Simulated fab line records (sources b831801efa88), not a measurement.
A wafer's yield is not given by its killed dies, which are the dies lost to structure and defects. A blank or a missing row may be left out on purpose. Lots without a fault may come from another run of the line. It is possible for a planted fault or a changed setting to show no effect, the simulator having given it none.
What tool caused it? | flow sky130 | 36 wafers from 12 lots sampled at 5 of the route's 708 steps

## WHAT THE GAUGES SHOWED, per wafer
SKY_METAL2_RS_MEAS_05: the measuring method here is four-point-probe.
lot  | measured     | on            | METAL2_ALCU_RS (ohm/sq)
L333 | day 33 18:24 | film metro-04 | 0.1280 0.1285 0.1272
L334 | day 34 09:31 | film metro-03 | 0.1270 0.1273 0.1280
L335 | day 34 14:40 | film metro-02 | 0.1270 0.1280 0.1300
L337 | day 34 23:59 | film metro-02 | 0.1270 0.1284 0.1265
L340 | day 36 15:25 | film metro-02 | 0.1257 0.1265 0.1274
L342 | day 37 17:32 | film metro-04 | 0.1260 0.1258 0.1257
L344 | day 37 21:45 | film metro-04 | 0.1282 0.1269 0.1266
L345 | day 38 02:17 | film metro-02 | 0.1257 0.1253 0.1260
L348 | day 39 12:10 | film metro-04 | 0.1279 0.1269 0.1280
L350 | day 39 21:05 | film metro-02 | 0.1252 0.1263 0.1274
L351 | day 39 22:04 | film metro-02 | 0.1279 0.1290 0.1275
L352 | day 40 00:49 | film metro-03 | 0.1265 0.1275 0.1263

SKY_METAL2_OVL_MEAS_16.
lot  | measured     | on         | METAL2_OVL (nm)
L333 | day 34 20:40 | overlay-01 | -1 -1 3
L334 | day 35 11:23 | overlay-02 | -4 -5 0
L335 | day 35 17:01 | overlay-01 | 2 -2 -5
L337 | day 36 02:13 | overlay-01 | 5 3 9
L340 | day 37 17:53 | overlay-02 | -5 -1 -6
L342 | day 38 18:57 | overlay-01 | -4 -1 -6
L344 | day 38 23:22 | overlay-02 | 2 5 5
L345 | day 39 03:43 | overlay-02 | 4 6 3
L348 | day 40 12:52 | overlay-01 | 0 -2 7
L350 | day 40 21:34 | overlay-02 | 5 2 -1
L351 | day 40 22:20 | overlay-01 | 2 1 0
L352 | day 41 01:37 | overlay-01 | -3 -4 -5

SKY_VIA2_THK_MEAS_01.
lot  | measured     | on            | VIA2_HDPCVD_THK (nm)
L333 | day 34 21:37 | film metro-02 | 1177 1179 1168
L334 | day 35 12:23 | film metro-01 | 1186 1187 1191
L335 | day 35 17:58 | film metro-02 | 1182 1182 1171
L337 | day 36 03:10 | film metro-01 | 1147 1176 1159
L340 | day 37 18:55 | film metro-01 | 1169 1190 1143
L342 | day 38 20:05 | film metro-03 | 1179 1181 1188
L344 | day 39 00:31 | film metro-01 | 1158 1171 1178
L345 | day 39 04:52 | film metro-01 | 1170 1175 1182
L348 | day 40 13:53 | film metro-01 | 1195 1171 1174
L350 | day 40 22:32 | film metro-02 | 1163 1176 1155
L351 | day 40 23:17 | film metro-01 | 1617 1621 1598
L352 | day 41 02:35 | film metro-02 | 1605 1597 1603

## TOOL THAT RAN EACH LOT (tool first, then ch and the chambers of the sampled wafers, then the start)
lot  | SKY_METAL2_SPUTTER_01        | SKY_VIA2_HDPCVD_00
L333 | pvd sputter-04, day 33 18:16 | hdpcvd-01 ch 0,1, day 34 21:29
L334 | pvd sputter-02, day 34 09:22 | hdpcvd-01 ch 0,1,2, day 35 12:14
L335 | pvd sputter-01, day 34 14:32 | hdpcvd-01 ch 0,1,2, day 35 17:50
L337 | pvd sputter-02, day 34 23:52 | hdpcvd-01 ch 1,2, day 36 03:02
L340 | pvd sputter-01, day 36 15:16 | hdpcvd-01 ch 0,1,2, day 37 18:47
L342 | pvd sputter-04, day 37 17:21 | hdpcvd-02 ch 0,1,2, day 38 19:59
L344 | pvd sputter-02, day 37 21:37 | hdpcvd-01 ch 0,1,2, day 39 00:23
L345 | pvd sputter-01, day 38 02:10 | hdpcvd-01 ch 0,2, day 39 04:44
L348 | pvd sputter-02, day 39 12:02 | hdpcvd-02 ch 0,1,2, day 40 13:46
L350 | pvd sputter-01, day 39 20:56 | hdpcvd-01 ch 1,2, day 40 22:25
L351 | pvd sputter-02, day 39 21:53 | hdpcvd-01 ch 0,1,2, day 40 23:11
L352 | pvd sputter-01, day 40 00:41 | hdpcvd-01 ch 0,1,2, day 41 02:26
- SKY_METAL2_SPUTTER_01: material TiN, target thk 20 nm, time 16.7 s.
- SKY_VIA2_HDPCVD_00: deposits SiO2, target thk 1180 nm, time 196.7 s.

## WHAT THE TOOLS THEMSELVES READ (means of the sampled wafers that have a number; where no wafer has one, the mark that the record gives instead)
SKY_METAL2_SPUTTER_01.
lot  | tool           | throttle valve pct (%)
L333 | pvd sputter-04 | 30.5
L334 | pvd sputter-02 | 30.2
L335 | pvd sputter-01 | 28.8
L337 | pvd sputter-02 | 30.2
L340 | pvd sputter-01 | 29.1
L342 | pvd sputter-04 | 30.4
L344 | pvd sputter-02 | 30.6
L345 | pvd sputter-01 | 28.6
L348 | pvd sputter-02 | 29.8
L350 | pvd sputter-01 | 29.0
L351 | pvd sputter-02 | 30.6
L352 | pvd sputter-01 | 28.6

SKY_VIA2_HDPCVD_00.
lot  | tool      | susceptor temp C (C)
L333 | hdpcvd-01 | 399.95
L334 | hdpcvd-01 | 399.97
L335 | hdpcvd-01 | 400.13
L337 | hdpcvd-01 | 399.85
L340 | hdpcvd-01 | 399.90
L342 | hdpcvd-02 | 400.13
L344 | hdpcvd-01 | 400.11
L345 | hdpcvd-01 | 399.84
L348 | hdpcvd-02 | 400.05
L350 | hdpcvd-01 | 400.06
L351 | hdpcvd-01 | 400.12
L352 | hdpcvd-01 | 400.35

## THE ANSWER, worked out from the rows above alone
Rule: the usual values come from the lots themselves. Put in order of their means at a reading, lots are off if they are a third of the lots or fewer, leave a main group of 4 or more, and stand apart from it by a gap of 3 or more times the standard deviation of the main group's means; of several such gaps the widest counts. The tables above print the reading to a certain number of digits; a main group whose means all agree to those digits is not used. A lot without any number at a reading at which 4 lots or more have one is off too. The other lots that the step has rows for count as sound. Order of review: gauges by route order, followed by the tools' own readings, for which a lot's mean as printed above is used. At the first step where some lot is off, the reading lying furthest off is the one used; lots without a number count as furthest.
Off: L351, L352, seen at SKY_VIA2_THK_MEAS_01 (VIA2_HDPCVD_THK). The main group has a mean of 1174 nm with a standard deviation of 8.1.
A tool fits if, at a process step before that reading, it ran every lot that is off, and no sound lot after the first of them. Those tools and the gauges at SKY_VIA2_THK_MEAS_01 are tried in the same way. One fits: hdpcvd-01 at SKY_VIA2_HDPCVD_00. Its last sound lot is L350 (day 40 22:25), its first lot that is off L351 (day 40 23:11): a fault that began between those two fits.

## WHAT THE SIMULATOR PUT IN
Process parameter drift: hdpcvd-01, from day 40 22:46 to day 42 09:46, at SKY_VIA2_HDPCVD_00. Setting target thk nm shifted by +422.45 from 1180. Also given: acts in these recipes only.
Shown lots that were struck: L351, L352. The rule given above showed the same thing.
